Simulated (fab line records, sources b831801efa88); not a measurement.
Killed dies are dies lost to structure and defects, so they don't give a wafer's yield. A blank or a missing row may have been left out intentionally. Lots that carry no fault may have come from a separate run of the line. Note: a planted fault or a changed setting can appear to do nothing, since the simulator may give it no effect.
Which tool did it? | flow sky130 | 11 lots, 30 wafers sampled, at 2 steps of a route of 708

== WHAT THE GAUGES SHOWED, per wafer ==
SKY_FIELD_ISO_THK_MEAS_25.
lot  | measured    | on           | FIELD_ISO_CVD_24_THK (nm)
L704 | day 2 06:38 | filmMetro-03 | 596 593 590
L705 | day 2 11:46 | filmMetro-03 | 596 596 599
L706 | day 2 19:59 | filmMetro-03 | 591 593 591
L709 | day 3 14:40 | filmMetro-01 | 1028 593
L714 | day 4 13:16 | filmMetro-01 | 1052 596
L715 | day 4 20:01 | filmMetro-02 | 1039 1046
L719 | day 5 12:19 | filmMetro-01 | 587 591 594
L721 | day 6 00:17 | filmMetro-02 | 603 596 600
L722 | day 6 10:28 | filmMetro-01 | 591 601 596
L724 | day 6 17:23 | filmMetro-01 | 593 592 597
L726 | day 7 01:46 | filmMetro-01 | 598 591 593

== WHAT TOOL EACH LOT RAN ON (gives the tool, then ch and the chambers of the sampled wafers, and finally the start) ==
lot  | SKY_FIELD_ISO_CVD_24
L704 | hdpcvd-02 ch 1,2, day 2 06:34
L705 | hdpcvd-01 ch 0,1,2, day 2 11:41
L706 | hdpcvd-01 ch 0,1,2, day 2 19:53
L709 | hdpcvd-02 ch 0,1, day 3 14:35
L714 | hdpcvd-02 ch 0,1, day 4 13:12
L715 | hdpcvd-02 ch 0,1, day 4 19:57
L719 | hdpcvd-01 ch 0,1, day 5 12:14
L721 | hdpcvd-01 ch 1,2, day 6 00:12
L722 | hdpcvd-01 ch 1,2, day 6 10:22
L724 | hdpcvd-01 ch 0,1, day 6 17:18
L726 | hdpcvd-01 ch 0,1, day 7 01:41
- SKY_FIELD_ISO_CVD_24: deposits SiO2, target thk 595 nm, time 99.2 s.

== WHAT THE TOOLS THEMSELVES READ (means of the sampled wafers that have a number; where no wafer has one, the mark that the record gives instead) ==
The record holds no such reading with a usual standard deviation.

== THE ANSWER, worked out from the rows above alone ==
Rule: the usual values come from the lots themselves. The widest of any qualifying gaps counts: lots, ordered by their means at a reading, are off when they make up no more than a third of the lots, leave a main group of 4 or more, and stand apart from it by 3 or more times the standard deviation of that group's means. If all means in a main group match to the digits the tables above print for the reading, that group is not used. Also off: a lot with no number at a reading for which 4 or more lots have one. Where the step has rows for the other lots, those lots are counted as sound. Order of review: gauges by route order, followed by the tools' own readings, for which a lot's mean as printed above is used. At the first step where some lot is off, the reading lying furthest off is the one used; lots without a number count as furthest.
Off: at SKY_FIELD_ISO_THK_MEAS_25 (FIELD_ISO_CVD_24_THK), L709, L714, L715. The main group has a mean of 594 nm with a standard deviation of 2.8.
If a tool, at a process step before that reading, ran all the lots that are off and no sound lot after the first of them, it fits. Gauges at SKY_FIELD_ISO_THK_MEAS_25: tried the same way as those tools. One fits: SKY_FIELD_ISO_CVD_24 on hdpcvd-02. A fault onset in the window from L704 (day 2 06:34, its last sound lot) to L709 (day 3 14:35, its first lot off) fits.

== WHAT WAS PUT IN BY THE SIMULATOR ==
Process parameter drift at SKY_FIELD_ISO_CVD_24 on hdpcvd-02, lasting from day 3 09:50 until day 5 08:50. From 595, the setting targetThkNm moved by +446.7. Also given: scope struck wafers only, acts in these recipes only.
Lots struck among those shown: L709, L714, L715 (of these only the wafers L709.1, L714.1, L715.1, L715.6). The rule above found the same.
